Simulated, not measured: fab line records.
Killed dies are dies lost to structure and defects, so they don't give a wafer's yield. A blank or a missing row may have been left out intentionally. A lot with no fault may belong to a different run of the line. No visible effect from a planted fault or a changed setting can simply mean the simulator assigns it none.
fab line records + flow sky130
record:
- lots: 6
- wafers: 18
- last_day: 50
route steps=708 shown SD_P@323 RES_XHIGH@332 PAD_OPEN@708
lots untouched by any fault: they come from a run of this same line in which no faults occurred
start_h: start of the lot's first displayed wafer, in hours after the record's first day + wait_h: hours from the lot's prior step to this one + " the same as in the row above + L1.1+2: a row that stands for several wafers + - value missing, or start not given + * or withheld: withheld + < > ~ a bound
route shown NAME@n: NAME is a module with steps in the file, n the number in the route of the first one + usual: mean and standard deviation over wafers with no fault + same: alike in all rows + chamber/n: place in a boat + sites: per-site readings + _std_site: standard deviation across them + _edge_site: inner sites' mean taken away from outer sites' mean + radius_mm: for every site, how far away it sits from the centre of the wafer + mask NAME#n: copy n + behind: the tool/chamber that last shaped the wafer + hold: why the lot went on hold/how many hours it stayed there/how the hold came to an end + device: which transistor (n, p or np) failed to switch + end of line: at the end of the route, the tests of the same wafers + for a step that has no rows: nothing shown but its recipe + killed: dies lost to structure and defects at the first sort, not the wafer's yield + map: the dies of a wafer, with x for killed, . for not killed, _ for no die there
set.NAME: the run value of the setting; set.NAME@STEP: its run value at that earlier step + model.NAME: the simulator's own value behind a step, which no gauge read
a table for each step, a row for each wafer; lots at some steps of the route
services: a tool's chamber out of use, with start hour (start_h, from the record's first day; less than 0 if before it), hours out, and reason
== steps ==
step: SKY_SD_P_SOFTBAKE_03
recipe:
- temp_c: 90
- time_s: 60
- resist: NOVOLAK
step: SKY_SD_P_EXPOSE_04
recipe:
- mask_id: PSDM
- na: 0.6
- source_shape: conventional
- sigma_outer: 0.6
- polarization: unpolarized
- target_cd_nm: 380
- dose_mj: 138
step: SKY_SD_P_PEB_05
recipe:
- temp_c: withheld
- time_s: *
- resist: NOVOLAK
step: SKY_SD_P_DEVELOP_06
recipe:
- resist: NOVOLAK
- developer: TMAH
- develop_time_s: 60
- dev_temp_c: 23
step: SKY_SD_P_CD_MEAS_07
recipe:
- target_cd_nm: 380
usual:
- cd_nm: 380.9/1.8
| lot.wafer | tool      | chamber | start_h | wait_h | cd_nm |
|-----------|-----------|---------|---------|--------|-------|
| L987.1    | cd_sem-02 | -       | 616.97  | 0.1    | 381.7 |
| L987.4    | "         | -       | "       | "      | 381.0 |
| L987.5    | "         | -       | "       | "      | 380.7 |
| L991.1    | cd_sem-02 | -       | 665.74  | 0.1    | 381.6 |
| L991.2    | "         | -       | "       | "      | 377.9 |
| L991.4    | "         | -       | "       | "      | 380.4 |
| L992.1    | cd_sem-02 | -       | 666.64  | 0.1    | 380.9 |
| L992.3    | "         | -       | "       | "      | 382.6 |
| L992.4    | "         | -       | "       | "      | 381.5 |
| L997.1    | cd_sem-01 | -       | 693.84  | 0.1    | 379.9 |
| L997.2    | "         | -       | "       | "      | 379.8 |
| L997.4    | "         | -       | "       | "      | 380.6 |
| L100.2    | cd_sem-01 | -       | 724.71  | 0.1    | 385.6 |
| L100.3    | "         | -       | "       | "      | 382.2 |
| L100.5    | "         | -       | "       | "      | 383.2 |
| L107.4    | cd_sem-01 | -       | 776.70  | 0.1    | 382.0 |
| L107.5    | "         | -       | "       | "      | 379.5 |
| L107.6    | "         | -       | "       | "      | 379.0 |
step: SKY_SD_P_OVL_MEAS_08
usual:
- SD_P_OVL: 0.2/1.1
| lot.wafer | tool       | chamber | start_h | wait_h | SD_P_OVL[nm] |
|-----------|------------|---------|---------|--------|--------------|
| L987.1    | overlay-01 | -       | 617.09  | 0.1    | 0.6          |
| L987.4    | "          | -       | "       | "      | 0.9          |
| L987.5    | "          | -       | "       | "      | 0.4          |
| L991.1    | overlay-02 | -       | 665.86  | 0.1    | 1.6          |
| L991.2    | "          | -       | "       | "      | 0.4          |
| L991.4    | "          | -       | "       | "      | 1.1          |
| L992.1    | overlay-01 | -       | 666.76  | 0.1    | -1.1         |
| L992.3    | "          | -       | "       | "      | -1.7         |
| L992.4    | "          | -       | "       | "      | -1.2         |
| L997.1    | overlay-02 | -       | 693.96  | 0.1    | 2.3          |
| L997.2    | "          | -       | "       | "      | 0.3          |
| L997.4    | "          | -       | "       | "      | 0.1          |
| L100.2    | overlay-01 | -       | 724.81  | 0.1    | -0.2         |
| L100.3    | "          | -       | "       | "      | 2.2          |
| L100.5    | "          | -       | "       | "      | 1.5          |
| L107.4    | overlay-01 | -       | 776.77  | 0.1    | -0.6         |
| L107.5    | "          | -       | "       | "      | 0.4          |
| L107.6    | "          | -       | "       | "      | 0.1          |
step: SKY_SD_P_IMPLANT_09
recipe:
- species: BF2
- energy_kev: 20
- dose_cm2: 3e+15
- tilt_deg: 0
step: SKY_SD_P_STRIP_10
recipe:
- chemistry: O2/N2
- power_w: 1400
- pressure_mtorr: 1500
- platen_temp_c: withheld
- o2_flow_sccm: 3000
- n2_flow_sccm: 300
- overash_fraction: 0.5
usual:
- drypump_motor_current_A: 6.0/0.4
- oes_product_au: 0.618/0.0048
- strip_time_to_endpoint_s: 17.49/0.036
| lot.wafer | tool            | chamber | start_h | wait_h | drypump_motor_current_A | oes_product_au | rf_hours_counter_h | strip_time_to_endpoint_s |
|-----------|-----------------|---------|---------|--------|-------------------------|----------------|--------------------|--------------------------|
| L987.1    | plasma_asher-02 | 1       | 617.28  | 0.1    | 5.9                     | 0.616          | 18                 | 17.43                    |
| L987.4    | "               | 1       | "       | "      | 5.8                     | 0.620          | -                  | 17.50                    |
| L987.5    | "               | 0       | "       | "      | 5.5                     | 0.621          | -                  | 17.47                    |
| L991.1    | plasma_asher-04 | 1       | 666.04  | 0.1    | 6.7                     | 0.614          | 99                 | 17.51                    |
| L991.2    | "               | 0       | "       | "      | 6.2                     | 0.622          | 99                 | 17.46                    |
| L991.4    | "               | 0       | "       | "      | 6.2                     | 0.618          | -                  | 17.49                    |
| L992.1    | plasma_asher-04 | 1       | 666.94  | 0.1    | 6.7                     | 0.625          | 99                 | 17.45                    |
| L992.3    | "               | 0       | "       | "      | 6.2                     | 0.611          | -                  | 17.48                    |
| L992.4    | "               | 1       | "       | "      | 6.7                     | 0.622          | -                  | 17.47                    |
| L997.1    | plasma_asher-01 | 1       | 694.14  | 0.1    | 6.1                     | 0.619          | 59                 | 17.48                    |
| L997.2    | "               | 0       | "       | "      | 5.5                     | 0.614          | 59                 | 17.53                    |
| L997.4    | "               | 0       | "       | "      | 5.5                     | 0.626          | -                  | 17.47                    |
| L100.2    | plasma_asher-01 | 0       | 725.19  | 0.1    | 5.5                     | 0.623          | 62                 | 17.50                    |
| L100.3    | "               | 1       | "       | "      | 6.1                     | 0.614          | -                  | 17.48                    |
| L100.5    | "               | 0       | "       | "      | 5.5                     | 0.621          | -                  | 17.51                    |
| L107.4    | plasma_asher-01 | 0       | 776.98  | 0.1    | 5.5                     | 0.616          | -                  | 17.47                    |
| L107.5    | "               | 1       | "       | "      | 6.1                     | 0.620          | -                  | 17.48                    |
| L107.6    | "               | 0       | "       | "      | 5.5                     | 0.614          | -                  | 17.47                    |
step: SKY_SD_P_TW_MEAS_11
usual:
- SD_P_TW: 2823/18
| lot.wafer | tool          | chamber | start_h | wait_h | SD_P_TW |
|-----------|---------------|---------|---------|--------|---------|
| L987.1    | film_metro-01 | -       | 617.38  | 0.1    | 2839    |
| L987.4    | "             | -       | "       | "      | 2847    |
| L987.5    | "             | -       | "       | "      | 2826    |
| L991.1    | film_metro-02 | -       | 666.14  | 0.1    | 2804    |
| L991.2    | "             | -       | "       | "      | 2809    |
| L991.4    | "             | -       | "       | "      | 2814    |
| L992.1    | film_metro-01 | -       | 667.04  | 0.1    | 2804    |
| L992.3    | "             | -       | "       | "      | 2829    |
| L992.4    | "             | -       | "       | "      | 2834    |
| L997.1    | film_metro-03 | -       | 694.24  | 0.1    | 2834    |
| L997.2    | "             | -       | "       | "      | 2826    |
| L997.4    | "             | -       | "       | "      | 2846    |
| L100.2    | film_metro-02 | -       | 725.30  | 0.1    | 2796    |
| L100.3    | "             | -       | "       | "      | 2801    |
| L100.5    | "             | -       | "       | "      | 2821    |
| L107.4    | film_metro-02 | -       | 777.07  | 0.1    | 2821    |
| L107.5    | "             | -       | "       | "      | 2819    |
| L107.6    | "             | -       | "       | "      | 2803    |
step: SKY_RES_XHIGH_DEHYDRATE_00
recipe:
- temp_c: 200
- time_s: 60
step: SKY_RES_XHIGH_HMDS_01
recipe:
- prime_time_s: 60
- prime_temp_c: 120
step: SKY_RES_XHIGH_COAT_02
recipe:
- resist: NOVOLAK
- spin_rpm: 3000
- resist_thk_nm: 1140
step: SKY_RES_XHIGH_SOFTBAKE_03
recipe:
- temp_c: 90
- time_s: 60
- resist: NOVOLAK
usual:
- heater_power_total_W: 56.60/0.043
- run_length_s: 89.2/0.33
| lot.wafer | tool           | chamber | start_h | wait_h | heater_power_total_W | run_length_s |
|-----------|----------------|---------|---------|--------|----------------------|--------------|
| L987.1    | litho_track-04 | 0       | 631.18  | 0.1    | 56.60                | 88.8         |
| L987.4    | "              | 0       | "       | "      | 56.60                | 88.9         |
| L987.5    | "              | 0       | "       | "      | 56.61                | 88.7         |
| L991.1    | litho_track-04 | 0       | 680.23  | 0.1    | 62.28                | 73.7         |
| L991.2    | "              | 0       | "       | "      | 62.24                | 73.8         |
| L991.4    | "              | 0       | "       | "      | 62.24                | 73.9         |
| L992.1    | litho_track-04 | 0       | 681.78  | 0.1    | 62.21                | 73.9         |
| L992.3    | "              | 0       | "       | "      | 62.25                | 73.8         |
| L992.4    | "              | 0       | "       | "      | 62.15                | 73.9         |
| L997.1    | litho_track-03 | 0       | 707.94  | 0.1    | 56.62                | 89.8         |
| L997.2    | "              | 0       | "       | "      | 56.58                | 89.6         |
| L997.4    | "              | 0       | "       | "      | 56.61                | 89.6         |
| L100.2    | litho_track-03 | 0       | 739.01  | 0.1    | 56.54                | 89.5         |
| L100.3    | "              | 0       | "       | "      | 56.61                | 89.5         |
| L100.5    | "              | 0       | "       | "      | 56.56                | 89.5         |
| L107.4    | litho_track-03 | 0       | 789.66  | 0.1    | 56.61                | 89.5         |
| L107.5    | "              | 0       | "       | "      | 56.62                | 89.7         |
| L107.6    | "              | 0       | "       | "      | 56.57                | 89.7         |
step: SKY_RES_XHIGH_EXPOSE_04
recipe:
- mask_id: URPM
- na: 0.6
- source_shape: conventional
- sigma_outer: 0.6
- polarization: unpolarized
- target_cd_nm: 1270
- dose_mj: 140
step: SKY_RES_XHIGH_PEB_05
recipe:
- temp_c: withheld
- time_s: *
- resist: NOVOLAK
step: SKY_RES_XHIGH_DEVELOP_06
recipe:
- resist: NOVOLAK
- developer: TMAH
- develop_time_s: 60
- dev_temp_c: 23
| lot.wafer | tool           | chamber | start_h | wait_h | model.NOVOLAK_of_RES_XHIGH_COAT_02.thk_nm |
|-----------|----------------|---------|---------|--------|-------------------------------------------|
| L987.1    | litho_track-03 | 0       | 645.54  | 0.1    | 1145                                      |
| L987.4    | "              | 0       | "       | "      | 1142                                      |
| L987.5    | "              | 0       | "       | "      | 1143                                      |
| L991.1+4  | litho_track-04 | 0       | 693.68  | 0.1    | 1145                                      |
| L991.2    | "              | 0       | "       | "      | 1147                                      |
| L992.1    | litho_track-03 | 0       | 695.64  | 0.1    | 1145                                      |
| L992.3+4  | "              | 0       | "       | "      | 1146                                      |
| L997.1+2  | litho_track-01 | 0       | 721.07  | 0.1    | 1138                                      |
| L997.4    | "              | 0       | "       | "      | 1139                                      |
| L100.2    | litho_track-03 | 0       | 751.71  | 0.1    | 1142                                      |
| L100.3    | "              | 0       | "       | "      | 1138                                      |
| L100.5    | "              | 0       | "       | "      | 1139                                      |
| L107.4    | litho_track-01 | 0       | 803.20  | 0.1    | 1147                                      |
| L107.5    | "              | 0       | "       | "      | 1143                                      |
| L107.6    | "              | 0       | "       | "      | 1144                                      |
step: SKY_RES_XHIGH_IMPLANT_07
recipe:
- species: BF2
- energy_kev: 20
- dose_cm2: 3.6e+14
- tilt_deg: 0
step: SKY_PAD_OPEN_PROBE_99
usual:
- killed_at_M0_to_M3: 43/7.7
- killed_at_M4_up: 2.9/1.7
- killed_at_contacts: 24/5.5
- killed_at_front_end: 15/4
- killed_at_other: 0.4/0.66
- killed_dies: 86/9.4
- killed_open: 47/6.7
- killed_short: 38/6.2
same:
- gross_dies: 492
- killed_at_back_side: 0
| lot.wafer | tool      | chamber | start_h | wait_h | killed_at_M0_to_M3 | killed_at_M4_up | killed_at_contacts | killed_at_front_end | killed_at_other | killed_dies | killed_open | killed_short |
|-----------|-----------|---------|---------|--------|--------------------|-----------------|--------------------|---------------------|-----------------|-------------|-------------|--------------|
| L991.1    | prober-01 | -       | 1130.45 | 0.1    | 51                 | 5               | 28                 | 12                  | 1               | 97          | 54          | 40           |
| L991.2    | prober-01 | -       | 1130.50 | 0.1    | 42                 | 2               | 24                 | 18                  | 0               | 86          | 48          | 33           |
| L991.4    | prober-01 | -       | 1130.60 | 0.2    | 56                 | 6               | 24                 | 17                  | 1               | 104         | 47          | 55           |
| L992.1    | prober-02 | -       | 1131.25 | 0.1    | 35                 | 5               | 27                 | 12                  | 0               | 79          | 42          | 37           |
| L992.3    | prober-02 | -       | 1131.35 | 0.2    | 45                 | 4               | 25                 | 20                  | 0               | 94          | 51          | 42           |
| L992.4    | prober-02 | -       | 1131.40 | 0.2    | 45                 | 2               | 26                 | 11                  | 0               | 84          | 52          | 32           |
killed by level:class
L991.1 CONTACT:geometric_particle:open=13 VIA1:geometric_particle:open=12 VIA1:geometric_particle:short=11 LI_CONTACT:geometric_particle:open=7 FIELD_ISO:geometric_particle:open=6 VIA2:geometric_particle:open=6 LI_CONTACT:geometric_particle:short=5 METAL2:geometric_particle:short=4
L991.2 CONTACT:geometric_particle:open=11 VIA1:geometric_particle:open=10 FIELD_ISO:geometric_particle:open=7 METAL1:geometric_particle:short=7 LI_CONTACT:geometric_particle:open=5 VIA2:geometric_particle:open=5 LI_CONTACT:geometric_particle:short=4 VIA1:geometric_particle:short=4
L991.4 VIA1:geometric_particle:open=13 VIA1:geometric_particle:short=11 FIELD_ISO:geometric_particle:short=9 LI_CONTACT:geometric_particle:open=7 METAL2:geometric_particle:short=7 CONTACT:geometric_particle:open=6 VIA3:geometric_particle:open=6 FIELD_ISO:geometric_particle:open=5
L992.1 CONTACT:geometric_particle:open=12 LI_CONTACT:geometric_particle:open=5 VIA2:geometric_particle:open=5 VIA3:geometric_particle:open=5 POLY_GATE:geometric_particle:short=4 LOCAL_INTERCONNECT:geometric_particle:short=4 METAL1:geometric_particle:short=4 VIA1:geometric_particle:open=4
L992.3 VIA1:geometric_particle:open=12 VIA2:geometric_particle:open=8 CONTACT:geometric_particle:open=6 LI_CONTACT:geometric_particle:open=5 FIELD_ISO:geometric_particle:open=5 LOCAL_INTERCONNECT:geometric_particle:short=5 LI_CONTACT:geometric_particle:short=5 VIA1:geometric_particle:short=5
L992.4 VIA1:geometric_particle:open=14 LI_CONTACT:geometric_particle:open=12 CONTACT:geometric_particle:open=8 METAL2:geometric_particle:short=6 VIA2:geometric_particle:open=5 VIA3:geometric_particle:short=5 FIELD_ISO:geometric_particle:short=4 VIA3:geometric_particle:open=4
== services ==
| tool            | chamber | start_h | hours | kind       |
|-----------------|---------|---------|-------|------------|
| plasma_asher-04 | -       | 604.98  | 2.0   | repair     |
| plasma_asher-01 | -       | 652.71  | 3.1   | repair     |
| plasma_asher-04 | -       | 733.75  | 9.0   | pm         |
| plasma_asher-04 | 0       | 733.75  | 9.0   | vent_cycle |
| plasma_asher-04 | 1       | 733.75  | 9.0   | vent_cycle |
| plasma_asher-04 | 0       | 742.75  | -     | clean      |
| plasma_asher-04 | 1       | 742.75  | -     | clean      |
| plasma_asher-04 | -       | 747.05  | 6.3   | pm         |
== key ==
first_sign:
- step: SKY_RES_XHIGH_SOFTBAKE_03
- reading: heater_power_total_W
- direction: up
- sigmas: 99+
- usual: *
- struck: *
effect:
- step: SKY_RES_XHIGH_SOFTBAKE_03
- reading: run_length_s
- direction: down
- sigmas: 46
- usual: *
- struck: *
model_effect:
- step: SKY_RES_XHIGH_DEVELOP_06
- value: NOVOLAK_of_RES_XHIGH_COAT_02.thk_nm
- without: 1139
- struck: 1146
met_at SKY_RES_XHIGH_SOFTBAKE_03
struck_wafers L991.1,L991.2,L991.4,L992.1,L992.3,L992.4
tester_left_out L991,L992
onset_between 631.18 680.23
fault:
- kind: process_parameter_drift
- tool: litho_track-04
- chamber: -
- onset_h: 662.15
- steps: SKY_RES_XHIGH_SOFTBAKE_03
- channel: time_s
- offset: *
- shape: step
- end_h: 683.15
- acts_in: *
- stated: *
tester_left_out: of these lots the tester's yield and bins aren't shown, on N5 and GAA mostly nor the transistor test; their killed dies are dies lost to structure and defects alone, not to doping, threshold or leakage, so they don't give the yield
